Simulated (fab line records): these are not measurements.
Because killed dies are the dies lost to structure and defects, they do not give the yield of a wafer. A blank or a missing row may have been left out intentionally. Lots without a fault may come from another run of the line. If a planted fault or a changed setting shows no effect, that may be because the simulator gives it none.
Which tool did it?    flow sfq line    route of 325 steps, sampled at 1 step: 14 lots, 42 wafers

## WHAT THE GAUGES READ, wafer by wafer
SFQ_M6_OVL_MEAS_940.
lot   measured      on          M6_OVL (nm)
L958  day 74 08:48  overlay-02  2 12 8
L959  day 78 20:34  overlay-02  6 2 -5
L961  day 78 23:43  overlay-01  4 -7 3
L962  day 79 04:31  overlay-02  -2 -1 -7
L965  day 79 10:31  overlay-01  3 4 0
L967  day 79 15:19  overlay-01  -6 -7 -7
L968  day 79 17:43  overlay-01  0 5 -2
L971  day 80 02:14  overlay-02  -11 -1 -12
L973  day 83 03:12  overlay-01  1 -10 4
L975  day 84 19:29  overlay-02  5 -7 -12
L976  day 85 07:29  overlay-02  -3 -6 0
L977  day 85 18:16  overlay-02  1 -3 1
L979  day 86 01:28  overlay-02  -9 4 2
L980  day 86 03:52  overlay-02  -3 -7 -5

## EACH LOT AND THE TOOL THAT RAN IT (in order: tool; ch and the chambers of the sampled wafers; start)
The record shows no process step preceding these readings.

## WHAT THE TOOLS THEMSELVES READ (means of the sampled wafers that have a number; where no wafer has one, the mark that the record gives instead)
The record holds no such reading with a usual standard deviation.

## THE ANSWER, worked out from the rows above alone
Rule: the usual values come from the lots themselves. Put in order of their means at a reading, lots are off if they are a third of the lots or fewer, leave a main group of 4 or more, and stand apart from it by a gap of 3 or more times the standard deviation of the main group's means; of several such gaps the widest counts. If all means in a main group match to the digits the tables above print for the reading, that group is not used. A lot without any number at a reading at which 4 lots or more have one is off too. Where the step has rows for the other lots, those lots are counted as sound. Order of review: gauges by route order, followed by the tools' own readings, for which a lot's mean as printed above is used. At the first step where some lot is off, the reading lying furthest off is the one used; lots without a number count as furthest.
No lot is off on any of the readings shown, so nothing can be concluded from this.

## WHAT THE SIMULATOR HAD INSERTED
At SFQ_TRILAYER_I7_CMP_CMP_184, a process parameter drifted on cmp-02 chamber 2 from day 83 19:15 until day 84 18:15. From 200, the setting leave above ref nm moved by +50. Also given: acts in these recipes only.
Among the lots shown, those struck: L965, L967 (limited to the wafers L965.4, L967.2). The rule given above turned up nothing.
